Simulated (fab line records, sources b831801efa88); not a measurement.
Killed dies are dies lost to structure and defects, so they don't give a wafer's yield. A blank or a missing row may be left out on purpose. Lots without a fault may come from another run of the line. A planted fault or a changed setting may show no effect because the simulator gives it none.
Split-lot experiment | flow sky130 | 5 lots, 23 wafers read, on a route of 708 steps

THE SPLIT
At SKY_VT_ADJUST_HVTR_IMPLANT_09, the setting energy_kev was moved away from the recipe's 10 on 6 of the 23 wafers read, by -2.7% to +2.5%. The other wafers ran this setting at the recipe's value.

The reading is taken at the split's own step.

THE READING
implant.drp_nm (the simulator's own value, which no gauge read), in nm, at SKY_VT_ADJUST_HVTR_IMPLANT_09. The file gives no usual value for it.

wafer  | tool, chamber at the split | energy_kev as run | against the recipe | implant.drp_nm, nm | against lot-mates on the recipe
L074.1 | implanter-02, 0            | 10                | recipe             | 17.11              | -
L074.2 | implanter-02, 0            | 10                | recipe             | 17.11              | -
L074.3 | implanter-02, 0            | 10                | recipe             | 17.11              | -
L074.4 | implanter-02, 0            | 10                | recipe             | 17.11              | -
L074.5 | implanter-02, 0            | 10                | recipe             | 17.11              | -
L076.1 | implanter-02, 0            | 10.25             | +2.5%              | 17.41              | +0.30
L076.5 | implanter-02, 0            | 10.25             | +2.5%              | 17.41              | +0.30
L076.6 | implanter-02, 0            | 10.25             | +2.5%              | 17.41              | +0.30
L076.2 | implanter-02, 0            | 10                | recipe             | 17.11              | -
L076.3 | implanter-02, 0            | 10                | recipe             | 17.11              | -
L079.1 | implanter-03, 0            | 10                | recipe             | 17.11              | -
L079.3 | implanter-03, 0            | 10                | recipe             | 17.11              | -
L079.5 | implanter-03, 0            | 10                | recipe             | 17.11              | -
L082.1 | implanter-02, 0            | 10                | recipe             | 17.11              | -
L082.2 | implanter-02, 0            | 10                | recipe             | 17.11              | -
L082.4 | implanter-02, 0            | 9.727             | -2.7%              | 16.79              | -0.32
L082.5 | implanter-02, 0            | 9.727             | -2.7%              | 16.79              | -0.32
L082.6 | implanter-02, 0            | 9.727             | -2.7%              | 16.79              | -0.32
L084.1 | implanter-02, 0            | 10                | recipe             | 17.11              | -
L084.2 | implanter-02, 0            | 10                | recipe             | 17.11              | -
L084.4 | implanter-02, 0            | 10                | recipe             | 17.11              | -
L084.5 | implanter-02, 0            | 10                | recipe             | 17.11              | -
L084.6 | implanter-02, 0            | 10                | recipe             | 17.11              | -

THE FIT
A straight line over all 23 wafers: implant.drp_nm changes by +0.119 nm for each +1% of energy_kev; r = +1.00; the points scatter about the line by 0.0017 nm.
The same after taking each lot's own level away (the mean of its wafers on the recipe; 23 wafers): +0.119 nm for each +1%; r = +1.00; scatter 0.0017 nm.
On that fit, the largest move of energy_kev shifts the reading by 0.32 nm.
The lots' own levels span 17.110 to 17.110 nm.
So the lot-to-lot level changes the slope little: the two slopes agree.
Check: with one of the wafers moved furthest among these (-2.7%) left out of the fit, the line predicts -0.323 nm for it against its lot-mates. It came out at -0.32 nm against them.

OTHER SPLITS ON THESE WAFERS
These wafers also went through other splits before the reading. Each is held against what the fit with the lots' levels taken away leaves over:
other split on the same wafers         | wafers away from the commonest value | r with implant.drp_nm (lot level and that fit taken away)
SKY_FIELD_ISO_OXIDATION_01 temp_c      | 15                                   | +0.29
SKY_FIELD_ISO_ETCH_15 time_s           | 4                                    | +0.24
SKY_FIELD_ISO_OXIDATION_22 ox_time_s   | 10                                   | -0.07
SKY_NWELL_OXIDATION_01 temp_c          | 5                                    | +0.38
SKY_PWDE_SOFTBAKE_03 temp_c            | 7                                    | +0.42
SKY_NWELL_COAT_05 spin_rpm             | 7                                    | +0.03
SKY_NWELL_IMPLANT_13 energy_kev        | 8                                    | +0.08
SKY_NWELL_COAT_18 resist_thk_nm        | 9                                    | -0.32
SKY_NWELL_IMPLANT_24 dose_cm2          | 12                                   | -0.32
SKY_VT_ADJUST_NCORE_SOFTBAKE_03 temp_c | 5                                    | -0.15

THE WHOLE CHAIN: every reading that the file lists as answering this split, in the file's order
step                          | what it does | reading                                                         | change (the file's fit)               | r (the file's)
SKY_VT_ADJUST_HVTR_IMPLANT_09 |              | implant.rp_nm (the simulator's own value, which no gauge read)  | +0.294 nm for each +1% of the setting | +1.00
SKY_VT_ADJUST_HVTR_IMPLANT_09 |              | implant.drp_nm (the simulator's own value, which no gauge read) | +0.119 nm for each +1% of the setting | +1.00

THE FILE'S OWN FIT
implant.drp_nm changes by +0.119 nm for each +1% of energy_kev, r = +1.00.
